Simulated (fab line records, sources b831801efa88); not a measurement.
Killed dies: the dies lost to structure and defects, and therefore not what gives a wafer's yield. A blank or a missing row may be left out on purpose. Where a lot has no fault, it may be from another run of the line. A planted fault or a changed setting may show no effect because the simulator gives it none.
The tool behind it: which one?    flow gf180mcu    14 lots with 42 wafers sampled at 4 steps, on a route of 602 steps

## WHAT EACH GAUGE READ, for each wafer
GF_V5_THK_MEAS_25: measures by xrf. Usual: V5_W_THK gives 355 nm (standard deviation 8.5).
lot   measured      on             V5_W_THK (nm)  flag
L857  day 27 01:34  film-metro-03  340 360 339    
L858  day 27 08:31  film-metro-01  371 347 369    
L860  day 28 08:53  film-metro-01  371 352 375    
L861  day 28 15:13  film-metro-01  360 359 352    
L862  day 28 23:13  film-metro-01  349 348 353    
L863  day 29 03:53  film-metro-01  356 356 356    
L864  day 29 04:54  film-metro-03  346 349 347    
L868  day 30 13:24  film-metro-01  374 381 361    
L869  day 30 22:20  film-metro-01  356 371 373    
L870  day 31 06:57  film-metro-01  364 364 365    
L871  day 31 21:08  film-metro-01  359 357 355    
L875  day 32 17:16  film-metro-01  369 365 372    
L877  day 33 10:12  film-metro-01  353 353 360    
L878  day 33 10:42  film-metro-02  356 354 355    

GF_TOP_METAL_THK_MEAS_06: measures by xrf. Usual: TOP_METAL_ALCU_THK gives 957 nm (standard deviation 12).
lot   measured      on             TOP_METAL_ALCU_THK (nm)  flag
L857  day 27 02:16  film-metro-04  968 963 968              
L858  day 27 09:13  film-metro-01  948 952 955              
L860  day 28 09:35  film-metro-04  969 972 979              
L861  day 28 23:28  film-metro-04  974 977 983              
L862  day 28 23:55  film-metro-04  963 958 953              
L863  day 29 04:35  film-metro-01  954 941 935              
L864  day 29 05:52  film-metro-01  955 947 947              
L868  day 30 14:06  film-metro-04  966 969 966              
L869  day 30 23:02  film-metro-01  946 937 941              
L870  day 31 07:39  film-metro-04  967 959 953              
L871  day 31 21:50  film-metro-01  939 946 940              
L875  day 32 18:12  film-metro-01  962 959 970              
L877  day 33 10:54  film-metro-01  957 957 964              
L878  day 33 11:24  film-metro-02  957 964 966              

GF_PASSIVATION_THK_MEAS_03. Usual: PASSIVATION_CVD_02_THK gives 697 nm (standard deviation 8.7).
lot   measured      on             PASSIVATION_CVD_02_THK (nm)  flag
L857  day 27 23:18  film-metro-02  702 712 699                  
L858  day 28 06:00  film-metro-04  690 704 710                  
L860  day 29 06:17  film-metro-03  684 692 709                  
L861  day 29 19:07  film-metro-03  687 691 690                  
L862  day 29 20:01  film-metro-04  693 697 690                  
L863  day 30 00:32  film-metro-02  699 696 702                  
L864  day 30 01:17  film-metro-02  702 681 704                  
L868  day 31 09:14  film-metro-03  700 712 703                  
L869  day 31 17:30  film-metro-03  699 689 710                  
L870  day 32 01:52  film-metro-03  695 706 695                  
L871  day 32 15:26  film-metro-03  691 695 702                  
L875  day 33 11:32  film-metro-02  688 695 684                  
L877  day 34 03:44  film-metro-04  701 695 712                  
L878  day 34 04:48  film-metro-03  687 689 701                  

## WHICH TOOL RAN EACH LOT (tool, then ch and the chambers of the sampled wafers, then the start)
lot   GF_PSD_STRIP_10
L857  plasma-asher-02 ch 0,1, day 13 23:53
L858  plasma-asher-03 ch 0,1, day 14 08:59
L860  plasma-asher-04 ch 0,1, day 15 09:01
L861  plasma-asher-02 ch 0,1, day 15 16:26
L862  plasma-asher-03 ch 0,1, day 16 01:46
L863  plasma-asher-02 ch 0,1, day 16 06:19
L864  plasma-asher-03 ch 0,1, day 16 09:08
L868  plasma-asher-03 ch 0,1, day 17 23:31
L869  plasma-asher-03 ch 0,1, day 18 11:16
L870  plasma-asher-04 ch 0,1, day 18 23:46
L871  plasma-asher-02 ch 0,1, day 19 18:20
L875  plasma-asher-04 ch 1, day 20 23:08
L877  plasma-asher-03 ch 0,1, day 21 09:34
L878  plasma-asher-03 ch 0,1, day 21 16:17
- GF_PSD_STRIP_10: strips in O2/N2.

## WHAT THE TOOLS THEMSELVES READ (means of the sampled wafers that have a number; where no wafer has one, the mark that the record gives instead)
GF_PSD_STRIP_10. Usual: chamber-pressure-mTorr 1500.0 mTorr, standard deviation 1.4; drypump-motor-current-A 5.76 A, standard deviation 0.3; heater-power-w 315 W, standard deviation 38; oes-product-au 0.592 a.u., standard deviation 0.0046; strip-time-to-endpoint-s 16.54 s, standard deviation 0.033.
lot   tool             chamber-pressure-mTorr (mTorr)  drypump-motor-current-A (A)  heater-power-w (W)  oes-product-au (a.u.)  strip-time-to-endpoint-s (s)  flag
L857  plasma-asher-02  1500.1                          5.78                         338                 0.595                  16.56                         
L858  plasma-asher-03  1500.2                          5.61                         272                 0.595                  16.62                         
L860  plasma-asher-04  1499.7                          5.69                         336                 0.592                  16.53                         
L861  plasma-asher-02  1500.8                          5.76                         340                 0.596                  16.56                         
L862  plasma-asher-03  1500.6                          5.61                         271                 0.590                  16.50                         
L863  plasma-asher-02  1499.0                          5.77                         334                 0.590                  16.57                         
L864  plasma-asher-03  1500.0                          5.84                         307                 0.594                  16.47                         
L868  plasma-asher-03  1500.0                          5.84                         301                 0.590                  16.53                         
L869  plasma-asher-03  1500.0                          5.85                         301                 0.591                  16.54                         
L870  plasma-asher-04  1499.4                          5.59                         337                 0.589                  16.52                         
L871  plasma-asher-02  1500.8                          5.95                         327                 0.595                  16.52                         
L875  plasma-asher-04  1501.1                          5.80                         326                 0.594                  16.57                         
L877  plasma-asher-03  1499.5                          5.60                         276                 0.591                  16.54                         
L878  plasma-asher-03  1499.7                          5.59                         277                 0.594                  16.52                         

## THE ANSWER, worked out from the rows above alone
Rule: a lot counts as off when the mean over its wafers that have a number is more than 3 standard deviations away from the usual mean. Also off: a lot with no number at a reading for which 4 or more lots have one. All remaining lots with rows at the step are treated as sound. Order of review: gauges by route order, followed by the tools' own readings, for which a lot's mean as printed above is used. At the first step where some lot is off, the reading lying furthest off is the one used; lots without a number count as furthest.
No lot is off on any of the readings shown, so nothing can be concluded from this.

## WHAT HAD BEEN PUT IN BY THE SIMULATOR
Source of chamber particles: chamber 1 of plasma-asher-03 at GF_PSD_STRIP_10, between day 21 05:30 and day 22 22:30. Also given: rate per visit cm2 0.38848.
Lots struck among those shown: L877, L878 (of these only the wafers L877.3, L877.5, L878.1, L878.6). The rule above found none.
